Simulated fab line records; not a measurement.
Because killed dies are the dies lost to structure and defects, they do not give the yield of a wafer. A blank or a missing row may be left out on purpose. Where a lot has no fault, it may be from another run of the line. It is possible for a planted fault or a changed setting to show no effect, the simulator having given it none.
A lot that was struck, set against a sound lot    flow sky130    15 steps out of a route of 708
Sound: these wafers, L633.1, L633.3, L633.4. Wafers L651.4, L651.5, L651.6 were the ones struck. The cause comes at the end.
Each step with rows lists, per side, the tool, then ch with its chambers, then its first start. Under that, the readings that differ: sound wafers    struck wafers    difference of the means    sigmas: that difference in standard deviations of wafers without a fault.
alike: readings with means less than 2 such deviations apart, plus words and numbers identical on both sides. not compared: withheld readings, readings lacking a value on some wafer, bounds such as >300 that could conceal the same value, and numbers that have no deviation in the record and whose values overlap.
Wherever a step has rows on one side only, a row that says differs or no value, or a row with sigmas, the two part there. Numbers that don't overlap but have no deviation are shown without sigmas and don't part them. Lack of a reading on every wafer of one side parts them only where that side has two or more wafers.

first, 1 step without rows for these wafers: SKY_VT_ADJUST_LVTN_IMPLANT_19.
SKY_VT_ADJUST_LVTN_STRIP_20: strips in O2/N2.
  sound on plasma_asher-01 ch 0,1, day 8 08:20; struck on plasma_asher-04 ch 0,1, day 13 09:46
  alike: drypump_motor_current_A, oes_product_au, strip_time_to_endpoint_s
  not compared: rf_hours_counter_h
SKY_VT_ADJUST_LVTN_TW_MEAS_21:
  struck on film_metro-01, day 13 09:52; sound on film_metro-04, day 8 08:26
  alike: VT_ADJUST_LVTN_2_TW
then, 7 steps without rows for these wafers: SKY_VT_ADJUST_NCORE_DEHYDRATE_00 (time 60 s); SKY_VT_ADJUST_NCORE_HMDS_01 (prime time 60 s); SKY_VT_ADJUST_NCORE_COAT_02 (resist thk 1140 nm); SKY_VT_ADJUST_NCORE_SOFTBAKE_03 (time 60 s); SKY_VT_ADJUST_NCORE_EXPOSE_04 (exposes mask LVTN COMPLEMENT THIN, target cd 380 nm); SKY_VT_ADJUST_NCORE_PEB_05; SKY_VT_ADJUST_NCORE_DEVELOP_06 (develop time 60 s).
SKY_VT_ADJUST_NCORE_CD_MEAS_07: the cd target is 380 nm.
  struck on cd_sem-02, day 14 11:46; sound on cd_sem-01, day 9 05:55
  alike: cd_nm
SKY_VT_ADJUST_NCORE_OVL_MEAS_08:
  struck on overlay-01, day 14 11:51; sound on overlay-01, day 9 06:02
  alike: VT_ADJUST_NCORE_OVL
SKY_VT_ADJUST_NCORE_IMPLANT_09:
  sound on implanter-04 ch 0, day 9 06:04; struck on implanter-04 ch 0, day 14 11:56
reading             sound                             struck                            difference   sigmas
dose_ions_cm2       2.4038e+12 2.4011e+12 2.4008e+12  2.6325e+12 2.6277e+12 2.6257e+12  +2.2673e+11  +81
faraday_current_uA  14.05 13.20 13.62                 14.43 14.67 15.04                 +1.09        +4
SKY_VT_ADJUST_NCORE_STRIP_10: strips in O2/N2.
  sound on plasma_asher-01 ch 0,1, day 9 06:13; struck on plasma_asher-03 ch 0,1, day 14 12:03
  alike: drypump_motor_current_A, oes_product_au, strip_time_to_endpoint_s
  not compared: rf_hours_counter_h
-- record jumps: 36 days separate the struck wafers' starts on either side; left off in module VT_ADJUST_NCORE, taken up again in module PAD_OPEN, whose first shown step is the route's number 708 --
SKY_PAD_OPEN_PROBE_99:
  struck on prober-02, day 50 07:31; sound on prober-02, day 46 07:49
reading                                    sound                         struck                         difference  sigmas
model.etest.nfet_16v.r_on_ohm_um           1.39e+04 1.385e+04 1.393e+04  1.429e+04 1.434e+04 1.415e+04  +3.667e+02  
model.etest.pfet_16v.drive_ua_um           245 248.3 246.5               251.7 253.3 256.1              +7.1        
model.etest.pfet_g5v0d10v5.off_log10_a_um  -12.83 -12.81 -12.7           -11.84 -11.58 -11.71           +1.07       
model.etest.pfet_g5v0d10v5.vt_sat_v (V)    -0.6614 -0.6468 -0.6522       -0.5571 -0.5469 -0.552         +0.1015     
model.etest.pfet_16v.vt_v (V)              -1.104 -1.104 -1.097          -1.007 -1.007 -0.9993          +0.097      
  alike: killed_at_M0_to_M3, killed_at_M4_up, killed_at_contacts, killed_at_front_end, killed_at_other, killed_dies, killed_open, killed_short
  not compared: model.etest.pfet_g5v0d10v5.r_on_ohm_um, model.etest.res_pwell_under_gate.rs_ohm_sq, model.etest.pfet_g5v0d10v5.drive_ua_um

WHERE THEY PART
Only at SKY_VT_ADJUST_NCORE_IMPLANT_09, within this record. Later steps at which nothing parts them and some readings are alike: SKY_VT_ADJUST_NCORE_STRIP_10, SKY_PAD_OPEN_PROBE_99.

WHY: what the simulator had put in
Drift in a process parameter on implanter-04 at SKY_VT_ADJUST_NCORE_IMPLANT_09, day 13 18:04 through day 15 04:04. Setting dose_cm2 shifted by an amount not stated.
